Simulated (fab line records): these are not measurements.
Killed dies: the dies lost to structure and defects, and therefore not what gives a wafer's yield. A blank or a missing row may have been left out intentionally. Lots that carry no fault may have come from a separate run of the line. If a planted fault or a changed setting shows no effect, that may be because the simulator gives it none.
fab line records    flow sky130
record lots=6  wafers=18  last-day=49
route steps=708 shown LOCAL_INTERCONNECT@396 CONTACT@406 PAD_OPEN@708
lots untouched by any fault: they come from a run of this same line in which no faults occurred
start-h: the number of hours between the record's first day and the start of the first shown wafer of the lot    wait-h: hours elapsed since this lot's preceding step    " repeats the value in the row above    L1.1+2: one row covering several wafers at once    - no value present, or no start provided    * or withheld: withheld    < > ~ a bound
route shown NAME@n: NAME is a module with steps in the file, n the number in the route of the first one    usual: mean and standard deviation over wafers with no fault    same: alike in all rows    chamber/n: place in a boat    sites: readings site by site    _std_site: the values' standard deviation    _edge_site: outer sites' mean less inner sites'    radius-mm: for every site, how far away it sits from the centre of the wafer    mask NAME#n: copy n    behind: tool/chamber where the wafer was last shaped    hold: reason for holding the lot/hours on hold/outcome of the hold    device: transistor that didn't switch, given as n, p or np    end of line: at the end of the route, the tests of the same wafers    step lacking rows: just its recipe    killed: dies that structure and defects cost at the first sort, which is not the same as the wafer's yield    map: a wafer's dies, marking killed ones x, the rest . and places with no die _
set.NAME: the setting as run; set.NAME@STEP: as run at that earlier step    model.NAME: the simulator's own value behind a step, which no gauge read
lots seen at some steps along the route; tables by step, rows by wafer
services: a tool's chamber out of use, with start hour (start-h, from the record's first day; less than 0 if before it), hours out, and reason
## steps
# step SKY_LOCAL_INTERCONNECT_PEB_09
# recipe peb-temp-c=withheld  peb-time-s=withheld  resist=KrF-thick
# step SKY_LOCAL_INTERCONNECT_DEVELOP_10
# recipe develop-time-s=60  resist=KrF-thick  dev-temp-c=21
# step SKY_LOCAL_INTERCONNECT_CD_MEAS_11
# recipe target-cd-nm=170
# usual cd-nm=169.3/1.4
lot.wafer  tool       chamber  start-h  wait-h  cd-nm
L730.2     cd-sem-01  -        748.89   -       167.8
L730.3     "          -        "        "       168.2
L730.4     "          -        "        "       168.4
L731.1     cd-sem-02  -        750.73   -       169.7
L731.4     "          -        "        "       168.6
L731.6     "          -        "        "       170.5
L737.2     cd-sem-01  -        802.26   -       168.3
L737.3     "          -        "        "       169.4
L737.6     "          -        "        "       169.2
L738.1     cd-sem-02  -        807.84   -       168.5
L738.4     "          -        "        "       167.2
L738.5     "          -        "        "       167.9
L743.1     cd-sem-01  -        854.50   -       166.4
L743.3     "          -        "        "       168.1
L743.5     "          -        "        "       167.2
L745.2     cd-sem-02  -        859.40   -       170.2
L745.4     "          -        "        "       169.1
L745.5     "          -        "        "       169.4
# step SKY_LOCAL_INTERCONNECT_OVL_MEAS_12
# usual LOCAL_INTERCONNECT_OVL=2/6.6
lot.wafer  tool        chamber  start-h  wait-h  LOCAL_INTERCONNECT_OVL[nm]
L730.2     overlay-02  -        748.99   0.1     12
L730.3     "           -        "        "       7
L730.4     "           -        "        "       4
L731.1     overlay-01  -        750.85   0.1     -13
L731.4     "           -        "        "       -1
L731.6     "           -        "        "       3
L737.2     overlay-01  -        802.37   0.1     5
L737.3     "           -        "        "       5
L737.6     "           -        "        "       5
L738.1     overlay-02  -        807.96   0.1     0
L738.4     "           -        "        "       -1
L738.5     "           -        "        "       5
L743.1     overlay-02  -        854.62   0.1     0
L743.3     "           -        "        "       0
L743.5     "           -        "        "       2
L745.2     overlay-01  -        859.50   0.1     11
L745.4     "           -        "        "       7
L745.5     "           -        "        "       4
# step SKY_LOCAL_INTERCONNECT_ETCH_13
# recipe chemistry=N2/H2  target=BARC  ion-energy-ev=200  bias-w=100  pressure-mtorr=30  n2-flow-sccm=100  h2-flow-sccm=200  icp-w=500  stop-on=SiO2  time-s=45.9  target-depth-a=600
# usual drypump-motor-current-A=5.7/0.47  he-backside-leak-sccm=3.38/0.25  oes-product-au=0.855/0.0049  throttle-valve-pct=13.225/0.0087
lot.wafer  tool          chamber  start-h  wait-h  drypump-motor-current-A  he-backside-leak-sccm  oes-product-au  rf-hours-counter-h  throttle-valve-pct
L730.2     rie-metal-04  1        749.04   0.0     5.7                      3.30                   0.859           -                   13.228
L730.3     "             1        "        "       5.7                      3.53                   0.859           -                   13.222
L730.4     "             1        "        "       5.7                      3.41                   0.857           -                   13.221
L731.1     rie-metal-03  1        750.88   0.0     5.0                      3.93                   0.853           6                   13.222
L731.4     "             1        "        "       5.0                      3.89                   0.860           -                   13.240
L731.6     "             1        "        "       5.0                      3.73                   0.856           -                   13.215
L737.2     rie-metal-02  1        802.40   0.0     6.2                      3.39                   0.858           2                   13.217
L737.3     "             0        "        "       5.6                      3.27                   0.851           -                   13.215
L737.6     "             0        "        "       5.6                      3.17                   0.856           -                   13.224
L738.1     rie-metal-02  0        808.00   0.0     5.6                      3.20                   0.857           3                   13.230
L738.4     "             0        "        "       5.6                      3.24                   0.852           -                   13.225
L738.5     "             1        "        "       6.1                      3.40                   0.854           -                   13.239
L743.1     rie-metal-04  1        854.66   0.0     5.7                      3.44                   0.849           1                   13.219
L743.3     "             1        "        "       5.7                      3.34                   0.858           -                   13.233
L743.5     "             1        "        "       5.8                      3.24                   0.849           -                   13.222
L745.2     rie-metal-04  1        859.53   0.0     5.7                      3.25                   0.846           1                   13.219
L745.4     "             1        "        "       5.7                      3.26                   0.854           -                   13.216
L745.5     "             1        "        "       5.7                      3.35                   0.861           -                   13.231
# step SKY_LOCAL_INTERCONNECT_METAL_ETCH_14
# recipe target-depth-nm=110  stop-on=PSG  chemistry=Cl2/BCl3  target=TiN  resist-sidewall-deg=88  pressure-mtorr=10  icp-w=900  bias-w=48.5  Cl2_flow_sccm=60  bcl3-flow-sccm=30  time-s=31.4
# usual drypump-motor-current-A=5.7/0.46  he-backside-leak-sccm=3.4/0.3  oes-product-au=0.939/0.0072  throttle-valve-pct=21.902/0.0095
lot.wafer  tool          chamber  start-h  wait-h  drypump-motor-current-A  he-backside-leak-sccm  oes-product-au  rf-hours-counter-h  throttle-valve-pct
L730.2     rie-metal-04  1        749.16   0.1     5.7                      3.3                    0.933           -                   21.900
L730.3     "             1        "        "       5.7                      3.5                    0.939           -                   21.902
L730.4     "             1        "        "       5.7                      3.4                    0.941           -                   21.910
L731.1     rie-metal-03  1        751.01   0.1     5.0                      3.5                    0.951           6                   21.892
L731.4     "             1        "        "       5.0                      3.5                    0.947           -                   21.890
L731.6     "             1        "        "       5.0                      3.6                    0.940           -                   21.905
L737.2     rie-metal-02  1        802.46   0.0     6.1                      3.3                    0.947           2                   21.885
L737.3     "             0        "        "       5.5                      3.0                    0.943           -                   21.898
L737.6     "             0        "        "       5.5                      5.0                    0.940           -                   21.896
L738.1     rie-metal-02  0        808.06   0.0     5.6                      3.1                    0.932           3                   21.888
L738.4     "             0        "        "       5.6                      3.1                    0.926           -                   21.904
L738.5     "             1        "        "       6.2                      3.3                    0.928           -                   21.904
L743.1     rie-metal-04  1        854.72   0.0     5.7                      3.3                    0.934           1                   21.905
L743.3     "             1        "        "       5.7                      3.3                    0.938           -                   21.906
L743.5     "             1        "        "       5.7                      3.3                    0.930           -                   21.918
L745.2     rie-metal-04  1        859.60   0.0     5.7                      3.4                    0.936           1                   21.899
L745.4     "             1        "        "       5.7                      3.3                    0.934           -                   21.907
L745.5     "             1        "        "       5.7                      3.5                    0.938           -                   21.891
# step SKY_LOCAL_INTERCONNECT_STRIP_15
# recipe chemistry=O2/N2  power-w=1400  pressure-mtorr=1500  platen-temp-c=withheld  o2-flow-sccm=3000  n2-flow-sccm=300  overash-fraction=0.5
# usual drypump-motor-current-A=5.9/0.46  o2-flow-sccm=3001/8.6  oes-product-au=0.427/0.0051  strip-time-to-endpoint-s=4.721/0.02
lot.wafer  tool             chamber  start-h  wait-h  drypump-motor-current-A  o2-flow-sccm  oes-product-au  rf-hours-counter-h  strip-time-to-endpoint-s
L730.2     plasma-asher-03  1        749.25   0.1     5.5                      2990          0.424           62                  4.756
L730.3     "                0        "        "       6.1                      3003          0.422           -                   4.759
L730.4     "                1        "        "       5.5                      2999          0.425           -                   4.744
L731.1     plasma-asher-03  1        751.11   0.1     5.5                      2988          0.428           63                  4.694
L731.4     "                1        "        "       5.5                      3013          0.425           -                   4.714
L731.6     "                0        "        "       6.1                      2999          0.422           -                   4.713
L737.2     plasma-asher-03  1        802.51   0.0     5.5                      3009          0.430           70                  4.726
L737.3     "                1        "        "       5.5                      3011          0.425           -                   4.704
L737.6     "                1        "        "       5.5                      3006          0.432           -                   4.698
L738.1     plasma-asher-01  0        808.11   0.0     6.7                      3011          0.427           9                   4.711
L738.4     "                1        "        "       5.7                      2996          0.422           -                   4.705
L738.5     "                1        "        "       5.7                      3011          0.432           -                   4.746
L743.1     plasma-asher-01  0        854.77   0.0     6.6                      3005          0.425           13                  4.734
L743.3     "                0        "        "       6.7                      2992          0.430           -                   4.735
L743.5     "                1        "        "       5.8                      2997          0.421           -                   4.720
L745.2     plasma-asher-02  1        859.65   0.0     6.2                      3010          0.428           110                 4.697
L745.4     "                0        "        "       5.4                      2998          0.431           -                   4.717
L745.5     "                0        "        "       5.4                      3005          0.424           -                   4.702
# step SKY_LOCAL_INTERCONNECT_STRIP_16
# recipe chemistry=post-etch-residue-remover  time-s=1200  temp-c=72.5
# step SKY_LOCAL_INTERCONNECT_CLEAN_17
# recipe chemistry=IPA  time-s=180  temp-c=25
# step SKY_LOCAL_INTERCONNECT_CLEAN_18
# recipe chemistry=O3/DIW  dry=n2-spin
# step SKY_CONTACT_CVD_00
# recipe material=Si3N4  target-thk-nm=75  temp-c=400  time-s=withheld  rf-w=450
# usual heater-power-w=732/95
lot.wafer  tool      chamber  start-h  wait-h  heater-power-w
L730.2     pecvd-02  0        749.84   0.0     743
L730.3     "         1        "        "       801
L730.4     "         1        "        "       798
L731.1     pecvd-01  1        751.70   0.0     675
L731.4     "         1        "        "       672
L731.6     "         0        "        "       832
L737.2     pecvd-02  1        803.13   0.0     745
L737.3     "         2        "        "       666
L737.6     "         2        "        "       667
L738.1     pecvd-02  0        808.79   0.0     770
L738.4     "         0        "        "       773
L738.5     "         1        "        "       882
L743.1     pecvd-01  0        855.37   0.0     816
L743.3     "         2        "        "       825
L743.5     "         2        "        "       844
L745.2     pecvd-02  0        860.31   0.0     675
L745.4     "         1        "        "       893
L745.5     "         0        "        "       708
# step SKY_CONTACT_THK_MEAS_01
# recipe reads=Si3N4_of_CONTACT_CVD_00
# usual CONTACT_CVD_00_THK=74.9/0.93
lot.wafer  tool           chamber  start-h  wait-h  CONTACT_CVD_00_THK[nm]
L730.2     film-metro-01  -        749.89   -       73.3
L730.3     "              -        "        "       74.4
L730.4     "              -        "        "       74.6
L731.1     film-metro-01  -        751.74   -       73.9
L731.4     "              -        "        "       75.5
L731.6     "              -        "        "       75.3
L737.2     film-metro-01  -        803.18   -       73.7
L737.3     "              -        "        "       74.5
L737.6     "              -        "        "       74.3
L738.1     film-metro-01  -        808.83   -       73.7
L738.4     "              -        "        "       75.1
L738.5     "              -        "        "       75.2
L743.1     film-metro-02  -        855.40   -       74.2
L743.3     "              -        "        "       73.7
L743.5     "              -        "        "       75.5
L745.2     film-metro-01  -        860.35   -       75.2
L745.4     "              -        "        "       75.0
L745.5     "              -        "        "       75.4
# step SKY_CONTACT_HDPCVD_02
# recipe material=SiO2  target-thk-nm=565  sigma-open-frac=0.3  time-s=94.2  temp-c=600  sih4-flow-sccm=60  pressure-mtorr=6
# usual sih4-flow-sccm=60.01/0.19
lot.wafer  tool       chamber  start-h  wait-h  sih4-flow-sccm  model.SiO2_of_CONTACT_HDPCVD_02.thk-nm
L730.2     hdpcvd-01  0        749.94   0.0     59.97           576.8
L730.3     "          2        "        "       59.75           569
L730.4     "          2        "        "       59.69           568.7
L731.1     hdpcvd-01  1        751.80   0.1     60.04           571
L731.4     "          2        "        "       59.83           562.7
L731.6     "          1        "        "       59.75           574.6
L737.2     hdpcvd-01  2        803.23   0.0     60.14           575.8
L737.3     "          1        "        "       72.04           689.9
L737.6     "          0        "        "       59.75           572.7
L738.1     hdpcvd-01  2        808.89   0.1     59.93           565.5
L738.4     "          0        "        "       60.02           567.6
L738.5     "          1        "        "       71.70           681.5
L743.1     hdpcvd-02  2        855.46   0.1     60.03           565.7
L743.3     "          0        "        "       60.22           562.5
L743.5     "          2        "        "       59.97           569.4
L745.2     hdpcvd-02  0        860.40   0.0     59.94           566.3
L745.4     "          2        "        "       59.96           559.3
L745.5     "          1        "        "       60.15           560
# step SKY_CONTACT_THK_MEAS_03
# recipe reads=SiO2_of_CONTACT_HDPCVD_02
# usual CONTACT_HDPCVD_THK=568/5.9
lot.wafer  tool           chamber  start-h  wait-h  CONTACT_HDPCVD_THK[nm]
L730.2     film-metro-02  -        750.01   0.0     576
L730.3     "              -        "        "       570
L730.4     "              -        "        "       569
L731.1     film-metro-01  -        751.87   0.0     571
L731.4     "              -        "        "       563
L731.6     "              -        "        "       575
L737.2     film-metro-02  -        803.31   0.0     576
L737.3     "              -        "        "       690
L737.6     "              -        "        "       573
L738.1     film-metro-03  -        808.96   0.0     566
L738.4     "              -        "        "       567
L738.5     "              -        "        "       681
L743.1     film-metro-03  -        855.53   0.0     566
L743.3     "              -        "        "       563
L743.5     "              -        "        "       570
L745.2     film-metro-02  -        860.48   0.0     566
L745.4     "              -        "        "       560
L745.5     "              -        "        "       560
# step SKY_CONTACT_CMP_04
# recipe material=SiO2  down-force-psi=4  platen-rpm=60  pad-velocity-m-s=0.94248
# usual edge-zone-pressure-frac=0.999/0.0047  motor-current-A=11.2/1.5  retaining-ring-pressure-frac=1.000/0.0047  time-to-endpoint-s=82/3.3
lot.wafer  tool    chamber  start-h  wait-h  edge-zone-pressure-frac  motor-current-A  retaining-ring-pressure-frac  time-to-endpoint-s
L730.2     cmp-01  0        750.06   0.0     1.002                    10.0             0.998                         83
L730.3     "       1        "        "       1.002                    11.2             0.998                         82
L730.4     "       3        "        "       0.997                    10.7             0.999                         84
L731.4     cmp-01  3        755.83   3.9     1.005                    10.8             1.006                         83
L731.1     "       0        "        "       1.002                    9.5              1.007                         81
L731.6     "       2        "        "       1.000                    12.1             0.997                         85
L737.2     cmp-01  0        803.41   0.1     1.000                    10.0             0.999                         83
L737.3     "       1        "        "       0.994                    11.9             1.001                         124
L737.6     "       0        "        "       0.996                    9.8              0.990                         82
L738.1     cmp-01  2        809.12   0.1     1.004                    13.1             1.009                         82
L738.4     "       3        "        "       1.005                    11.2             1.002                         79
L738.5     "       1        "        "       1.005                    12.3             1.007                         120
L743.1     cmp-01  1        855.69   0.1     0.996                    12.0             1.004                         83
L743.3     "       2        "        "       0.995                    13.2             1.005                         85
L743.5     "       3        "        "       1.004                    10.8             1.003                         87
L745.2     cmp-01  1        860.63   0.1     1.012                    12.1             1.002                         81
L745.4     "       2        "        "       1.007                    12.9             0.996                         84
L745.5     "       0        "        "       1.001                    9.5              1.006                         80
# step SKY_CONTACT_BOW_MEAS_05
# recipe mode=bow
# usual CONTACT_BOW=81/6.1
lot.wafer  tool           chamber  start-h  wait-h  CONTACT_BOW[um]
L730.2     film-metro-01  -        750.38   0.3     89
L730.3     "              -        "        "       74
L730.4     "              -        "        "       72
L731.1     film-metro-02  -        756.08   0.1     97
L731.4     "              -        "        "       87
L731.6     "              -        "        "       92
L737.2     film-metro-03  -        803.68   0.2     74
L737.3     "              -        "        "       79
L737.6     "              -        "        "       77
L738.1     film-metro-03  -        809.32   0.1     83
L738.4     "              -        "        "       77
L738.5     "              -        "        "       83
L743.1     film-metro-01  -        855.89   0.1     83
L743.3     "              -        "        "       71
L743.5     "              -        "        "       75
L745.2     film-metro-01  -        860.85   0.2     74
L745.4     "              -        "        "       87
L745.5     "              -        "        "       83
# step SKY_PAD_OPEN_PROBE_99
# usual killed_at_M0_to_M3=44/6.6  killed_at_M4_up=3.4/1.9  killed-at-contacts=25/5.6  killed-at-front-end=15/4.6  killed-at-other=0.3/0.6  killed-dies=88/9.5  killed-open=47/7.1  killed-short=40/6.4
# same gross-dies=492  killed-at-back-side=0
lot.wafer  tool       chamber  start-h  wait-h  killed_at_M0_to_M3  killed_at_M4_up  killed-at-contacts  killed-at-front-end  killed-at-other  killed-dies  killed-open  killed-short
L730.2     prober-01  -        1108.97  0.1     34                  4                12                  19                   0                69           33           36
L730.3     prober-01  -        1109.02  0.2     41                  1                28                  16                   0                86           48           37
L730.4     prober-01  -        1109.07  0.2     32                  6                19                  9                    0                66           43           23
L737.3     prober-02  -        1148.92  0.2     40                  7                15                  12                   0                74           38           36
L738.5     prober-01  -        1149.97  0.2     48                  6                13                  12                   0                79           45           34
L743.1     prober-02  -        1182.44  0.1     39                  5                20                  16                   1                81           46           35
L743.3     prober-02  -        1182.54  0.2     40                  3                13                  11                   0                67           40           27
L743.5     prober-02  -        1182.64  0.2     39                  4                29                  16                   1                89           47           42
L745.2     prober-01  -        1185.72  0.1     44                  10               20                  20                   0                94           49           45
L745.4     prober-01  -        1185.82  0.2     37                  3                28                  25                   0                93           50           43
L745.5     prober-01  -        1185.87  0.2     42                  1                22                  12                   0                77           41           36
# killed by level:class
L730.2 VIA1:geometric-particle:short=7 VIA3:geometric-particle:open=7 POLY_GATE:geometric-particle:short=6 FIELD_ISO:geometric-particle:open=5 POLY_GATE:geometric-particle:open=5 VIA1:geometric-particle:open=5 CONTACT:geometric-particle:short=4 METAL1:geometric-particle:short=4
L730.3 VIA1:geometric-particle:open=15 CONTACT:geometric-particle:open=12 LOCAL_INTERCONNECT:geometric-particle:short=9 METAL2:geometric-particle:short=6 FIELD_ISO:geometric-particle:open=5 POLY_GATE:geometric-particle:short=4 VIA3:geometric-particle:short=4 FIELD_ISO:geometric-particle:short=3
L730.4 LI_CONTACT:geometric-particle:open=9 VIA1:geometric-particle:open=9 VIA2:geometric-particle:open=7 CONTACT:geometric-particle:open=6 VIA1:geometric-particle:short=4 VIA3:geometric-particle:open=4 FIELD_ISO:geometric-particle:short=3 METAL2:geometric-particle:short=3
L737.3 VIA3:geometric-particle:open=6 LI_CONTACT:geometric-particle:open=5 VIA2:geometric-particle:open=5 CONTACT:geometric-particle:open=5 VIA1:geometric-particle:open=5 METAL2:geometric-particle:short=5 VIA2:geometric-particle:short=5 METAL3:geometric-particle:short=5
L738.5 VIA1:geometric-particle:open=14 VIA3:geometric-particle:open=8 VIA3:geometric-particle:short=7 CONTACT:geometric-particle:open=5 METAL2:geometric-particle:short=5 LOCAL_INTERCONNECT:geometric-particle:short=4 VIA2:geometric-particle:open=4 FIELD_ISO:geometric-particle:short=3
L743.1 CONTACT:geometric-particle:open=11 METAL1:geometric-particle:short=10 FIELD_ISO:geometric-particle:open=7 VIA1:geometric-particle:open=7 LI_CONTACT:geometric-particle:open=5 VIA3:geometric-particle:open=5 VIA2:geometric-particle:open=4 METAL1:geometric-particle:open=4
L743.3 VIA1:geometric-particle:open=9 VIA3:geometric-particle:open=8 CONTACT:geometric-particle:open=5 VIA2:geometric-particle:open=5 METAL2:geometric-particle:short=4 FIELD_ISO:geometric-particle:open=3 LI_CONTACT:geometric-particle:open=3 METAL1:geometric-particle:short=3
L743.5 CONTACT:geometric-particle:open=13 VIA1:geometric-particle:open=10 LI_CONTACT:geometric-particle:open=6 FIELD_ISO:geometric-particle:open=5 VIA1:geometric-particle:short=5 VIA2:geometric-particle:open=5 FIELD_ISO:geometric-particle:short=4 LOCAL_INTERCONNECT:geometric-particle:short=4
L745.2 VIA2:geometric-particle:open=10 VIA1:geometric-particle:open=9 FIELD_ISO:geometric-particle:short=7 METAL4:geometric-particle:short=7 LI_CONTACT:geometric-particle:open=7 VIA1:geometric-particle:short=5 CONTACT:geometric-particle:open=5 VIA3:geometric-particle:open=5
L745.4 LI_CONTACT:geometric-particle:open=14 POLY_GATE:geometric-particle:short=9 FIELD_ISO:geometric-particle:open=7 VIA2:geometric-particle:open=6 CONTACT:geometric-particle:open=6 METAL1:geometric-particle:short=6 METAL2:geometric-particle:short=6 VIA1:geometric-particle:open=5
L745.5 VIA1:geometric-particle:open=14 METAL2:geometric-particle:short=9 LI_CONTACT:geometric-particle:open=7 CONTACT:geometric-particle:open=6 METAL3:geometric-particle:short=5 LI_CONTACT:geometric-particle:short=4 METAL1:geometric-particle:short=4 VIA2:geometric-particle:open=4
## services
tool             chamber  start-h  hours  kind
rie-metal-04     0        726.17   -      clean
rie-metal-04     0        726.17   35.3   scheduled-down
rie-metal-04     0        726.17   35.3   vent-cycle
rie-metal-02     1        726.42   -      clean
rie-metal-02     1        726.42   22.5   scheduled-down
plasma-asher-01  -        733.75   9.0    pm
cmp-01           -        741.47   1.8    repair
plasma-asher-01  -        745.79   4.5    repair
hdpcvd-02        -        749.56   2.8    pm
cmp-01           -        751.61   3.9    repair
plasma-asher-01  -        766.41   6.7    repair
plasma-asher-02  -        766.42   12.0   repair
cmp-01           -        789.75   6.3    pm
hdpcvd-01        0        796.68   4.7    repair
rie-metal-04     1        798.79   -      clean
rie-metal-04     1        798.79   21.5   scheduled-down
rie-metal-04     1        798.79   21.5   vent-cycle
cmp-01           -        804.65   0.5    repair
rie-metal-04     -        805.07   0.4    repair
cmp-01           -        809.70   0.7    repair
cmp-01           -        810.38   6.3    pm
cmp-01           -        825.64   0.5    repair
plasma-asher-01  -        827.69   14.6   pm
rie-metal-03     -        858.04   2.8    pm
## key
first-sign step=SKY_CONTACT_HDPCVD_02  reading=sih4-flow-sccm  direction=up  sigmas=63  usual=60.01  struck=71.87
effect step=SKY_CONTACT_THK_MEAS_03  reading=CONTACT_HDPCVD_THK  direction=up  sigmas=20  usual=568  struck=686
effect step=SKY_CONTACT_CMP_04  reading=time-to-endpoint-s  direction=up  sigmas=12  usual=*  struck=*
model-effect step=SKY_CONTACT_HDPCVD_02  value=SiO2_of_CONTACT_HDPCVD_02.thk-nm  without=572.7  struck=685.7
met-at SKY_CONTACT_HDPCVD_02
struck-wafers L737.3,L738.5
tester-left-out L737,L738
onset-between 751.80 803.23
fault kind=process-parameter-drift  tool=hdpcvd-01  chamber=1  onset-h=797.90  steps=SKY_CONTACT_HDPCVD_02  channel=sih4-flow-sccm  offset=12  shape=step  end-h=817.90  acts-in=these-recipes-only  stated=60
# tester-left-out: of these lots the tester's yield and bins aren't shown, on N5 and GAA mostly nor the transistor test; their killed dies are dies lost to structure and defects alone, not to doping, threshold or leakage, so they don't give the yield
